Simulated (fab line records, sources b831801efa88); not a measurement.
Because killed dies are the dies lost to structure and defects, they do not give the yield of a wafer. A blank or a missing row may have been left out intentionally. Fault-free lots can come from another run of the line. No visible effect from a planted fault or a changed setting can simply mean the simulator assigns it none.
The tool behind it: which one? / flow sky130 / Sampling: 6 lots, 18 wafers, 3 of 708 route steps

## WHAT THE GAUGES READ, wafer by wafer
SKY_CONTACT_CD_MEAS_14 targets a cd of 170 nm.
lot=L406; measured=day 32 00:15; on=cd_sem-01; cd_nm (nm)=170.0 170.7 168.8
lot=L408; measured=day 32 21:11; on=cd_sem-02; cd_nm (nm)=168.0 168.9 167.4
lot=L411; measured=day 33 23:21; on=cd_sem-02; cd_nm (nm)=169.4 169.7 169.0
lot=L413; measured=day 34 14:31; on=cd_sem-01; cd_nm (nm)=174.3 172.8 171.5
lot=L415; measured=day 35 07:23; on=cd_sem-01; cd_nm (nm)=169.1 169.5 170.6
lot=L420; measured=day 36 18:10; on=cd_sem-02; cd_nm (nm)=171.3 134.2 169.3

## EACH LOT AND THE TOOL THAT RAN IT (in order: tool; ch and the chambers of the sampled wafers; start)
lot=L406; SKY_POLY_GATE_ETCH_17=rie_si-01 ch 1,2, day 17 00:12; SKY_CONTACT_EXPOSE_11=krf_scanner-01 ch 0, day 31 10:34
lot=L408; SKY_POLY_GATE_ETCH_17=rie_si-01 ch 0,1,2, day 17 21:09; SKY_CONTACT_EXPOSE_11=krf_scanner-02 ch 0, day 32 07:44
lot=L411; SKY_POLY_GATE_ETCH_17=rie_si-01 ch 1,2,3, day 19 04:23; SKY_CONTACT_EXPOSE_11=krf_scanner-02 ch 0, day 33 09:52
lot=L413; SKY_POLY_GATE_ETCH_17=rie_si-01 ch 2,3, day 19 18:59; SKY_CONTACT_EXPOSE_11=krf_scanner-02 ch 0, day 34 02:20
lot=L415; SKY_POLY_GATE_ETCH_17=rie_si-02 ch 0,3, day 20 14:26; SKY_CONTACT_EXPOSE_11=krf_scanner-02 ch 0, day 34 17:56
lot=L420; SKY_POLY_GATE_ETCH_17=rie_si-01 ch 2,3, day 22 08:13; SKY_CONTACT_EXPOSE_11=krf_scanner-02 ch 0, day 36 05:50
- SKY_POLY_GATE_ETCH_17: etches poly-Si in HBr/Cl2, stops on SiO2, target depth 180 nm, time 70.5 s.
- SKY_CONTACT_EXPOSE_11: exposes mask CTM1, target cd 170 nm.

## THE ANSWER, worked out from the rows above alone
Rule: what is usual is taken from the lots themselves. The widest of any qualifying gaps counts: lots, ordered by their means at a reading, are off when they make up no more than a third of the lots, leave a main group of 4 or more, and stand apart from it by 3 or more times the standard deviation of that group's means. A main group whose means are all the same, to the digits that the tables above print for the reading, isn't used. Also off: a lot with no number at a reading for which 4 or more lots have one. Any other lot the step has rows for is counted as sound.
Off: L420, at SKY_CONTACT_CD_MEAS_14 (cd_nm). For the main group the mean is 170.0 nm and the standard deviation 1.6.
If a tool, at a process step before that reading, ran all the lots that are off and no sound lot after the first of them, it fits. The gauges at SKY_CONTACT_CD_MEAS_14 are tried like those tools. Can't be told from this: 3 tools fit, rie_si-01 at SKY_POLY_GATE_ETCH_17, krf_scanner-02 at SKY_CONTACT_EXPOSE_11, cd_sem-02 at SKY_CONTACT_CD_MEAS_14.

## WHAT THE SIMULATOR HAD INSERTED
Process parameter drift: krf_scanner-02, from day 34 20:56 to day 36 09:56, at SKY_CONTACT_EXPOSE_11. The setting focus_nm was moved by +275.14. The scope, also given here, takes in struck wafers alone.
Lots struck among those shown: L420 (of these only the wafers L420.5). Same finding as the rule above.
